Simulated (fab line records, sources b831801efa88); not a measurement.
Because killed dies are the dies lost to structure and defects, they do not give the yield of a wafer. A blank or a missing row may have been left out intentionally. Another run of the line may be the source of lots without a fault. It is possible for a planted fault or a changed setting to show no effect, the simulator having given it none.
Chamber matching ; flow sky130 ; pecvd-01 running SKY_CAP2M_CVD_00: 3 sister chambers
The step deposits SiO2, target thk 15.5 nm. 20 wafers are shown with their chamber, then 10 later ones without.

WAFERS, EACH WITH ITS CHAMBER
wafer;chamber;heater power w (W)
L075.1;2;841
L075.4;2;850
L075.5;1;664
L077.1;0;926
L077.4;1;671
L077.5;1;657
L082.1;1;650
L082.3;0;995
L082.5;2;864
L084.2;1;630
L084.3;0;996
L084.4;0;967
L086.1;1;574
L086.3;2;787
L086.6;0;932
L087.1;0;937
L087.4;0;975
L087.5;1;652
L091.1;0;937
L091.3;1;655

SIGNATURES (averages over the wafers above)
reading;chamber 0;chamber 1;chamber 2;scatter within a chamber
heater power w;958.12;644.12;835.50;30.5
Rule: for each reading, subtract the chamber's mean from the wafer's reading, divide by that reading's scatter and square the result; add these up over the readings and take the root, which gives the wafer's distance from the chamber. The wafer belongs to the nearest chamber; if the next one is less than 2 further off, it can't be placed. The scatter is the square root of a quotient: the sum, over the shown wafers, of each reading's squared deviation from its chamber's mean, divided by wafers minus chambers.

WAFERS WITH NO CHAMBER GIVEN
wafer;heater power w (W)
L091.4;925
L093.3;605
L093.4;789
L093.5;926
L096.2;627
L096.3;714
L096.4;636
L097.2;860
L097.4;916
L097.6;857

EACH ONE'S CHAMBER
wafer;from the rows above;in truth
L091.4;can't be placed: 0 or 2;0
L093.3;1;1
L093.4;2;2
L093.5;can't be placed: 0 or 2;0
L096.2;1;1
L096.3;can't be placed: 1 or 2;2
L096.4;1;1
L097.2;2;2
L097.4;can't be placed: 0 or 2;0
L097.6;2;2
Correctly placed: 6 of 10. These rows do not allow placing 4 (true chamber among the candidates in 4). 0 placed wrongly.
